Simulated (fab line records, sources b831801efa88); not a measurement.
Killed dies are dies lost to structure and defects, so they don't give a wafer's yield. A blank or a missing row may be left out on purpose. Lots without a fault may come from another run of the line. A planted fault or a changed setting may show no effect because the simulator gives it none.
fab line records | flow sky130 | part 1 of 2: steps 1 to 29 of 39
record lots=5 wafers=15 last_day=50
route steps=708 shown LDD_HVP@288 LDD_LDN@289 SPACER@304 POLY_CUT@307 SD_P@320
lots that met no fault: from a run of the same line without faults
start_h: hours from the record's first day to the start of the lot's first wafer shown | wait_h: hours since the lot's step before | " the same as in the row above | L1.1+2: a row that stands for several wafers | - no value, or no start given | * or withheld: withheld | < > ~ a bound
route shown NAME@n: a module of which the file shows steps, and the number in the route of the first | usual: mean/standard deviation of fault-free wafers | same: alike in all rows | chamber/n: place in a boat | sites: the reading at each site | _std_site: their standard deviation | _edge_site: outer sites' mean less inner sites' | radius_mm: how far each site lies from the wafer's centre | mask NAME#n: copy n | behind: the tool/chamber that last shaped the wafer | hold: why the lot was held/for how many hours/how that ended | device: the transistor (n, p or np) that didn't switch | end of line: the same wafers' tests at the end of the route | a step without rows: its recipe alone | killed: dies lost to structure and defects at the first sort, not the wafer's yield | map: a wafer's dies, x killed, . not, _ none there
set.NAME: the setting as run; set.NAME@STEP: as run at that earlier step | model.NAME: the simulator's own value behind a step, which no gauge read
lots at some steps of the route; a table a step, a row a wafer
services: from which hour (start_h, from the record's first day; less than 0 if before it) a tool's chamber was out of use, for how many hours, and why
## steps
# step SKY_LDD_HVP_TW_MEAS_10
# usual LDD_HVP_TW=461/4.4
# columns lot.wafer tool chamber start_h wait_h LDD_HVP_TW
L082.1 film_metro-01 - 560.08 0.1 457
L082.3 " - " " 460
L082.5 " - " " 461
L088.2 film_metro-01 - 619.95 0.1 458
L088.4 " - " " 465
L088.6 " - " " 457
L093.2 film_metro-01 - 654.74 0.1 455
L093.4 " - " " 456
L093.5 " - " " 455
L094.2 film_metro-04 - 669.49 0.1 459
L094.3 " - " " 458
L094.4 " - " " 459
L097.1 film_metro-03 - 687.89 0.1 466
L097.4 " - " " 466
L097.6 " - " " 467
# step SKY_LDD_LDN_DEHYDRATE_00
# recipe temp_c=200 time_s=60
# usual heater_power_total_W=160.37/0.13 plate_temp_C=200.01/0.18
# columns lot.wafer tool chamber start_h wait_h heater_power_total_W plate_temp_C
L082.1 litho_track-03 0 575.00 14.9 160.20 199.75
L082.3 " 0 " " 160.12 199.75
L082.5 " 0 " " 160.61 199.98
L088.2 litho_track-04 0 633.59 13.6 160.28 200.30
L088.4 " 0 " " 160.35 200.18
L088.6 " 0 " " 160.47 200.37
L093.2 litho_track-01 0 666.78 12.0 160.42 200.11
L093.4 " 0 " " 160.43 199.95
L093.5 " 0 " " 160.64 200.00
L094.2 litho_track-04 0 681.79 12.3 160.35 200.17
L094.3 " 0 " " 160.24 200.35
L094.4 " 0 " " 160.62 200.04
L097.1 litho_track-03 0 699.45 11.6 160.55 200.13
L097.4 " 0 " " 160.23 200.10
L097.6 " 0 " " 160.33 200.15
# step SKY_LDD_LDN_HMDS_01
# recipe prime_time_s=60 prime_temp_c=120
# columns lot.wafer tool chamber start_h wait_h
L082.1+3+5 litho_track-03 0 575.15 0.1
L088.2+4+6 litho_track-04 0 633.74 0.1
L093.2+4+5 litho_track-01 0 666.93 0.1
L094.2+3+4 litho_track-04 0 681.94 0.1
L097.1+4+6 litho_track-03 0 699.60 0.1
# step SKY_LDD_LDN_COAT_02
# recipe resist=NOVOLAK spin_rpm=3000 resist_thk_nm=1140
# columns lot.wafer tool chamber start_h wait_h
L082.1+3+5 litho_track-03 0 575.30 0.1
L088.2+4+6 litho_track-04 0 633.89 0.1
L093.2+4+5 litho_track-01 0 667.08 0.1
L094.2+3+4 litho_track-04 0 682.09 0.1
L097.1+4+6 litho_track-03 0 699.75 0.1
# step SKY_LDD_LDN_SOFTBAKE_03
# recipe temp_c=90 time_s=60 resist=NOVOLAK
# usual heater_power_total_W=56.60/0.046 plate_temp_C=89.97/0.12
# columns lot.wafer tool chamber start_h wait_h heater_power_total_W plate_temp_C
L082.1 litho_track-03 0 575.45 0.1 56.59 90.04
L082.3 " 0 " " 56.67 90.23
L082.5 " 0 " " 56.66 90.01
L088.2 litho_track-04 0 634.04 0.1 56.62 90.02
L088.4 " 0 " " 56.60 89.77
L088.6 " 0 " " 56.65 90.03
L093.2 litho_track-01 0 667.23 0.1 56.56 89.81
L093.4 " 0 " " 56.55 90.14
L093.5 " 0 " " 56.61 90.08
L094.2 litho_track-04 0 682.24 0.1 56.56 89.89
L094.3 " 0 " " 56.50 89.99
L094.4 " 0 " " 56.62 89.98
L097.1 litho_track-03 0 699.90 0.1 56.60 89.85
L097.4 " 0 " " 56.68 89.93
L097.6 " 0 " " 56.60 89.98
# step SKY_LDD_LDN_EXPOSE_04
# recipe mask_id=LDNTM na=0.6 source_shape=conventional sigma_outer=0.6 polarization=unpolarized target_cd_nm=700 dose_mj=140
# columns lot.wafer tool chamber start_h wait_h mask
L082.1+3+5 iline_stepper-01 0 - - LDNTM#0
L088.2+4+6 iline_stepper-01 0 - - LDNTM#0
L093.2+4+5 iline_stepper-02 0 - - LDNTM#0
L094.2+3+4 iline_stepper-02 0 - - LDNTM#0
L097.1+4+6 iline_stepper-02 0 - - LDNTM#0
# step SKY_LDD_LDN_PEB_05
# recipe temp_c=withheld time_s=* resist=NOVOLAK
# columns lot.wafer tool chamber start_h wait_h
L082.1+3+5 litho_track-01 0 - -
L088.2+4+6 litho_track-01 0 - -
L093.2+4+5 litho_track-03 0 - -
L094.2+3+4 litho_track-01 0 - -
L097.1+4+6 litho_track-01 0 - -
# step SKY_LDD_LDN_DEVELOP_06
# recipe resist=NOVOLAK developer=TMAH develop_time_s=60 dev_temp_c=23
# columns lot.wafer tool chamber start_h wait_h
L082.1+3+5 litho_track-01 0 590.40 0.1
L088.2+4+6 litho_track-01 0 647.83 0.1
L093.2+4+5 litho_track-03 0 680.88 0.1
L094.2+3+4 litho_track-01 0 694.98 0.1
L097.1+4+6 litho_track-01 0 718.10 0.1
# step SKY_LDD_LDN_OVL_MEAS_07
# usual LDD_LDN_OVL=0.5/1.5
# columns lot.wafer tool chamber start_h wait_h LDD_LDN_OVL[nm]
L082.1 overlay-01 - 590.55 0.1 0.9
L082.3 " - " " 2.1
L082.5 " - " " 2.1
L088.2 overlay-01 - 647.96 0.1 0.8
L088.4 " - " " 0.3
L088.6 " - " " 1.9
L093.2 overlay-02 - 681.01 0.1 2.3
L093.4 " - " " 0.5
L093.5 " - " " 3.4
L094.2 overlay-02 - 695.11 0.1 1.8
L094.3 " - " " 0.5
L094.4 " - " " 0.2
L097.1 overlay-02 - 718.25 0.1 -4.0
L097.4 " - " " -1.2
L097.6 " - " " -2.1
# step SKY_LDD_LDN_IMPLANT_08
# recipe species=As energy_kev=15 dose_cm2=1.25e+13 tilt_deg=withheld rotation_deg=23
# usual end_station_pressure_torr=5.08e-06/2.7e-07
# columns lot.wafer tool chamber start_h wait_h end_station_pressure_torr
L082.1 implanter-04 0 590.59 0.0 5.21e-06
L082.3 " 0 " " 4.92e-06
L082.5 " 0 " " 4.63e-06
L088.2 implanter-03 0 648.01 0.0 5.11e-06
L088.4 " 0 " " 5.28e-06
L088.6 " 0 " " 5.25e-06
L093.2 implanter-02 0 681.06 0.0 5.04e-06
L093.4 " 0 " " 4.92e-06
L093.5 " 0 " " 5.08e-06
L094.2 implanter-03 0 695.16 0.0 4.79e-06
L094.3 " 0 " " 5.36e-06
L094.4 " 0 " " 5.08e-06
L097.1 implanter-02 0 718.29 0.0 4.93e-06
L097.4 " 0 " " 5.07e-06
L097.6 " 0 " " 5.14e-06
# step SKY_LDD_LDN_IMPLANT_09
# recipe species=As energy_kev=15 dose_cm2=1.25e+13 tilt_deg=withheld rotation_deg=113
# usual end_station_pressure_torr=5.03e-06/3e-07
# columns lot.wafer tool chamber start_h wait_h end_station_pressure_torr
L082.1 implanter-04 0 590.74 0.1 4.71e-06
L082.3 " 0 " " 5.33e-06
L082.5 " 0 " " 4.71e-06
L088.2 implanter-03 0 648.16 0.1 4.84e-06
L088.4 " 0 " " 5.29e-06
L088.6 " 0 " " 5e-06
L093.2 implanter-02 0 681.21 0.1 4.6e-06
L093.4 " 0 " " 4.87e-06
L093.5 " 0 " " 4.72e-06
L094.2 implanter-03 0 695.31 0.1 4.89e-06
L094.3 " 0 " " 4.94e-06
L094.4 " 0 " " 5.31e-06
L097.1 implanter-02 0 718.44 0.1 4.62e-06
L097.4 " 0 " " 4.53e-06
L097.6 " 0 " " 5.06e-06
# step SKY_LDD_LDN_IMPLANT_10
# recipe species=As energy_kev=15 dose_cm2=1.25e+13 tilt_deg=withheld rotation_deg=203
# usual end_station_pressure_torr=5.08e-06/2.8e-07
# columns lot.wafer tool chamber start_h wait_h end_station_pressure_torr
L082.1 implanter-04 0 590.89 0.1 5.27e-06
L082.3 " 0 " " 5.02e-06
L082.5 " 0 " " 5.73e-06
L088.2 implanter-03 0 648.31 0.1 5.13e-06
L088.4 " 0 " " 5.15e-06
L088.6 " 0 " " 4.51e-06
L093.2 implanter-02 0 681.36 0.1 5.13e-06
L093.4 " 0 " " 5.4e-06
L093.5 " 0 " " 5.11e-06
L094.2 implanter-03 0 695.46 0.1 5.17e-06
L094.3 " 0 " " 5.63e-06
L094.4 " 0 " " 5.12e-06
L097.1 implanter-02 0 718.59 0.1 4.74e-06
L097.4 " 0 " " 5.4e-06
L097.6 " 0 " " 4.77e-06
# step SKY_LDD_LDN_IMPLANT_11
# recipe species=As energy_kev=15 dose_cm2=1.25e+13 tilt_deg=withheld rotation_deg=293
# usual end_station_pressure_torr=5.04e-06/2.5e-07
# columns lot.wafer tool chamber start_h wait_h end_station_pressure_torr
L082.1 implanter-04 0 591.04 0.1 4.67e-06
L082.3 " 0 " " 4.95e-06
L082.5 " 0 " " 5.3e-06
L088.2 implanter-03 0 648.46 0.1 5.39e-06
L088.4 " 0 " " 4.55e-06
L088.6 " 0 " " 4.88e-06
L093.2 implanter-02 0 681.51 0.1 5.35e-06
L093.4 " 0 " " 5e-06
L093.5 " 0 " " 4.88e-06
L094.2 implanter-03 0 695.61 0.1 5.15e-06
L094.3 " 0 " " 5e-06
L094.4 " 0 " " 5.1e-06
L097.1 implanter-02 0 718.74 0.1 5.09e-06
L097.4 " 0 " " 5.08e-06
L097.6 " 0 " " 4.59e-06
# step SKY_LDD_LDN_STRIP_12
# recipe chemistry=O2/N2 power_w=1400 pressure_mtorr=1500 platen_temp_c=withheld o2_flow_sccm=3000 n2_flow_sccm=300 overash_fraction=0.5
# usual drypump_motor_current_A=5.6/0.53 oes_product_au=0.716/0.0041 strip_time_to_endpoint_s=14.17/0.036
# columns lot.wafer tool chamber start_h wait_h drypump_motor_current_A oes_product_au rf_hours_counter_h strip_time_to_endpoint_s
L082.1 plasma_asher-01 1 591.19 0.1 6.2 0.717 91 14.18
L082.3 " 1 " " 6.2 0.722 - 14.15
L082.5 " 0 " " 4.8 0.719 - 14.18
L088.2 plasma_asher-01 1 648.59 0.1 6.2 0.714 96 14.16
L088.4 " 1 " " 6.2 0.718 - 14.21
L088.6 " 0 " " 4.8 0.719 - 14.20
L093.2 plasma_asher-01 0 681.64 0.1 4.8 0.715 99 14.18
L093.4 " 1 " " 6.2 0.717 - 14.12
L093.5 " 1 " " 6.2 0.709 - 14.14
L094.2 plasma_asher-04 0 695.74 0.1 5.9 0.718 28 14.21
L094.3 " 1 " " 6.0 0.717 - 14.21
L094.4 " 0 " " 5.9 0.715 - 14.20
L097.1 plasma_asher-01 1 718.89 0.1 6.2 0.707 103 14.19
L097.4 " 1 " " 6.2 0.716 - 14.12
L097.6 " 0 " " 4.8 0.712 - 14.14
# step SKY_LDD_LDN_TW_MEAS_13
# usual LDD_LDN_TW=1487/5.8
# columns lot.wafer tool chamber start_h wait_h LDD_LDN_TW
L082.1 film_metro-01 - 591.29 0.1 1490
L082.3 " - " " 1492
L082.5 " - " " 1493
L088.2 film_metro-04 - 648.70 0.1 1478
L088.4 " - " " 1488
L088.6 " - " " 1492
L093.2 film_metro-01 - 681.75 0.1 1490
L093.4 " - " " 1484
L093.5 " - " " 1497
L094.2 film_metro-04 - 695.85 0.1 1505
L094.3 " - " " 1498
L094.4 " - " " 1504
L097.1 film_metro-01 - 718.99 0.1 1485
L097.4 " - " " 1484
L097.6 " - " " 1485
# step SKY_LDD_LDN_CLEAN_14
# recipe chemistry=SC1/SC2 mix=1:4:20 temp_c=70 time_s=150 dry=n2_spin
# columns lot.wafer tool chamber start_h wait_h
L082.1+3+5 wet_bench-03 0 591.35 0.1
L088.2+4+6 wet_bench-04 3 648.75 0.0
L093.2+4+5 wet_bench-04 1 681.80 0.0
L094.2+3+4 wet_bench-03 1 695.90 0.0
L097.1+4+6 wet_bench-04 1 719.05 0.1
# step SKY_SPACER_CVD_00
# recipe material=Si3N4 precursor=DCS/NH3 target_thk_nm=43.1 temp_c=770 time_s=740 pressure_mtorr=250
# usual pressure_mtorr=250.0/0.5 spike_tc_bottom_C=789.4/2.3 susceptor_temp_C=770.0/0.35
# columns lot.wafer tool chamber start_h wait_h pressure_mtorr spike_tc_bottom_C susceptor_temp_C
L082.1 lpcvd-02 1 594.69 3.3 249.1 793.6 769.2
L082.3 " 1 " " 250.6 790.8 769.6
L082.5 " 1 " " 249.4 792.6 769.6
L088.2 lpcvd-02 0 648.80 0.0 249.9 788.9 770.2
L088.4 " 0 " " 250.0 786.1 770.5
L088.6 " 0 " " 249.5 786.8 769.7
L093.2 lpcvd-02 0 681.85 0.0 249.8 788.5 770.3
L093.4 " 0 " " 250.0 786.6 769.9
L093.5 " 0 " " 250.1 786.9 770.0
L094.2 lpcvd-02 1 697.11 1.2 249.8 791.3 770.1
L094.3 " 1 " " 250.2 792.3 769.8
L094.4 " 1 " " 250.3 794.3 770.6
L097.1 lpcvd-02 1 720.55 1.5 249.8 793.4 770.4
L097.4 " 1 " " 250.0 792.8 770.5
L097.6 " 1 " " 249.9 791.8 770.7
# step SKY_SPACER_THK_MEAS_01
# recipe reads=Si3N4_of_SPACER_CVD_00
# usual SPACER_CVD_00_THK=43.1/0.41
# columns lot.wafer tool chamber start_h wait_h SPACER_CVD_00_THK[nm]
L082.1 film_metro-02 - 595.90 0.0 42.7
L082.3 " - " " 43.4
L082.5 " - " " 42.8
L088.2 film_metro-03 - 650.01 0.0 43.2
L088.4 " - " " 43.6
L088.6 " - " " 43.3
L093.2 film_metro-02 - 683.06 0.0 42.6
L093.4 " - " " 42.8
L093.5 " - " " 42.3
L094.2 film_metro-01 - 698.33 0.0 43.2
L094.3 " - " " 43.3
L094.4 " - " " 43.4
L097.1 film_metro-03 - 721.76 0.0 42.3
L097.4 " - " " 43.0
L097.6 " - " " 43.1
# step SKY_SPACER_ETCHBACK_02
# recipe chemistry=CH3F/O2 target=Si3N4 stop_on=SiO2 source_w=400 bias_w=80 pressure_mtorr=25 ch3f_flow_sccm=40 O2_flow_sccm=30 time_s=46.7 target_depth_a=450
# usual drypump_motor_current_A=6.0/0.42 oes_product_au=0.855/0.006 throttle_valve_pct=10.562/0.009
# columns lot.wafer tool chamber start_h wait_h drypump_motor_current_A oes_product_au rf_hours_counter_h throttle_valve_pct
L082.1 rie_diel-02 3 595.96 0.1 5.7 0.855 3 10.579
L082.3 " 2 " " 6.1 0.858 19 10.560
L082.5 " 2 " " 6.1 0.856 - 10.558
L088.2 rie_diel-01 0 650.06 0.0 6.6 0.854 6 10.546
L088.4 " 3 " " 5.5 0.866 1 10.564
L088.6 " 2 " " 6.2 0.855 - 10.566
L093.2 rie_diel-04 2 683.11 0.0 6.0 0.846 9 10.570
L093.4 " 2 " " 6.1 0.847 - 10.553
L093.5 " 3 " " 5.9 0.852 - 10.576
L094.2 rie_diel-04 0 698.38 0.0 5.9 0.857 0 10.565
L094.3 " 1 " " 6.7 0.860 7 10.563
L094.4 " 2 " " 6.0 0.859 9 10.563
L097.1 rie_diel-04 2 721.82 0.1 6.1 0.848 10 10.558
L097.4 " 3 " " 5.9 0.854 11 10.568
L097.6 " 2 " " 6.1 0.851 - 10.574
# step SKY_POLY_CUT_DEHYDRATE_00
# recipe temp_c=200 time_s=60
# usual heater_power_total_W=160.37/0.13 plate_temp_C=200.01/0.16
# columns lot.wafer tool chamber start_h wait_h heater_power_total_W plate_temp_C
L082.1 litho_track-04 0 609.42 13.4 160.56 199.87
L082.3 " 0 " " 160.35 199.96
L082.5 " 0 " " 160.31 199.73
L088.2 litho_track-02 0 662.97 12.9 160.38 200.17
L088.4 " 0 " " 160.55 200.13
L088.6 " 0 " " 160.22 200.21
L093.2 litho_track-01 0 695.43 12.3 160.34 200.26
L093.4 " 0 " " 160.43 200.34
L093.5 " 0 " " 160.51 200.11
L094.2 litho_track-04 0 710.84 12.4 160.27 200.03
L094.3 " 0 " " 160.38 200.12
L094.4 " 0 " " 160.30 200.17
L097.1 litho_track-02 0 734.39 12.6 160.39 200.09
L097.4 " 0 " " 160.16 200.17
L097.6 " 0 " " 160.19 200.14
# step SKY_POLY_CUT_HMDS_01
# recipe prime_time_s=60 prime_temp_c=120
# columns lot.wafer tool chamber start_h wait_h
L082.1+3+5 litho_track-04 0 609.57 0.1
L088.2+4+6 litho_track-02 0 663.12 0.1
L093.2+4+5 litho_track-01 0 695.58 0.1
L094.2+3+4 litho_track-04 0 710.99 0.1
L097.1+4+6 litho_track-02 0 734.54 0.1
# step SKY_POLY_CUT_COAT_02
# recipe resist=BARC temp_c=withheld time_s=withheld spin_rpm=3000 resist_thk_nm=60
# columns lot.wafer tool chamber start_h wait_h
L082.1+3+5 litho_track-04 0 609.72 0.1
L088.2+4+6 litho_track-02 0 663.27 0.1
L093.2+4+5 litho_track-01 0 695.73 0.1
L094.2+3+4 litho_track-04 0 711.14 0.1
L097.1+4+6 litho_track-02 0 734.69 0.1
# step SKY_POLY_CUT_COAT_03
# recipe resist=KrF-thick spin_rpm=3000 resist_thk_nm=450
# columns lot.wafer tool chamber start_h wait_h
L082.1+3+5 litho_track-04 0 - -
L088.2+4+6 litho_track-02 0 - -
L093.2+4+5 litho_track-01 0 - -
L094.2+3+4 litho_track-04 0 - -
L097.1+4+6 litho_track-02 0 - -
# step SKY_POLY_CUT_SOFTBAKE_04
# recipe temp_c=100 time_s=90 resist=KrF-thick
# usual heater_power_total_W=57.36/0.11 plate_temp_C=100.01/0.12
# columns lot.wafer tool chamber start_h wait_h heater_power_total_W plate_temp_C
L082.1 litho_track-04 0 - - 57.17 100.01
L082.3 " 0 " " 57.23 100.05
L082.5 " 0 " " 57.40 100.02
L088.2 litho_track-02 0 - - 57.51 99.97
L088.4 " 0 " " 57.42 100.08
L088.6 " 0 " " 57.24 99.98
L093.2 litho_track-01 0 - - 57.33 100.01
L093.4 " 0 " " 57.47 100.11
L093.5 " 0 " " 57.44 100.00
L094.2 litho_track-04 0 - - 57.50 99.93
L094.3 " 0 " " 57.24 99.85
L094.4 " 0 " " 57.28 99.91
L097.1 litho_track-02 0 - - 57.23 99.93
L097.4 " 0 " " 57.39 100.01
L097.6 " 0 " " 57.43 100.16
# step SKY_POLY_CUT_EXPOSE_05
# recipe mask_id=NPCM na=0.8 source_shape=annular sigma_inner=0.55 sigma_outer=0.85 target_cd_nm=270 dose_mj=32
# columns lot.wafer tool chamber start_h wait_h mask
L082.1+3+5 krf_scanner-01 0 - - NPCM#0
L088.2+4+6 krf_scanner-01 0 - - NPCM#0
L093.2+4+5 krf_scanner-01 0 - - NPCM#0
L094.2+3+4 krf_scanner-01 0 - - NPCM#0
L097.1+4+6 krf_scanner-02 0 - - NPCM#0
# step SKY_POLY_CUT_PEB_06
# recipe peb_temp_c=withheld peb_time_s=withheld resist=KrF-thick
# columns lot.wafer tool chamber start_h wait_h
L082.1+3+5 litho_track-04 0 - -
L088.2+4+6 litho_track-01 0 - -
L093.2+4+5 litho_track-04 0 - -
L094.2+3+4 litho_track-01 0 - -
L097.1+4+6 litho_track-04 0 - -
# step SKY_POLY_CUT_DEVELOP_07
# recipe develop_time_s=60 resist=KrF-thick dev_temp_c=21
# columns lot.wafer tool chamber start_h wait_h
L082.1+3+5 litho_track-04 0 - -
L088.2+4+6 litho_track-01 0 - -
L093.2+4+5 litho_track-04 0 - -
L094.2+3+4 litho_track-01 0 - -
L097.1+4+6 litho_track-04 0 - -
# step SKY_POLY_CUT_CD_MEAS_08
# recipe target_cd_nm=270
# usual cd_nm=270.1/1.6
# columns lot.wafer tool chamber start_h wait_h cd_nm
L082.1 cd_sem-02 - 625.27 - 269.0
L082.3 " - " " 271.1
L082.5 " - " " 269.9
L088.2 cd_sem-01 - 677.02 - 267.1
L088.4 " - " " 269.0
L088.6 " - " " 268.8
L093.2 cd_sem-01 - 709.29 - 269.7
L093.4 " - " " 268.8
L093.5 " - " " 268.7
L094.2 cd_sem-02 - 724.17 - 268.3
L094.3 " - " " 268.4
L094.4 " - " " 267.9
L097.1 cd_sem-02 - 748.17 - 270.9
L097.4 " - " " 269.8
L097.6 " - " " 270.1
# step SKY_POLY_CUT_OVL_MEAS_09
# usual POLY_CUT_OVL=1/5.1
# columns lot.wafer tool chamber start_h wait_h POLY_CUT_OVL[nm]
L082.1 overlay-01 - 625.39 0.1 1
L082.3 " - " " 4
L082.5 " - " " 2
L088.2 overlay-02 - 677.13 0.1 -2
L088.4 " - " " -3
L088.6 " - " " 1
L093.2 overlay-02 - 709.39 0.1 3
L093.4 " - " " 10
L093.5 " - " " 2
L094.2 overlay-01 - 724.28 0.1 6
L094.3 " - " " -10
L094.4 " - " " 3
L097.1 overlay-02 - 748.29 0.1 5
L097.4 " - " " 4
L097.6 " - " " 3
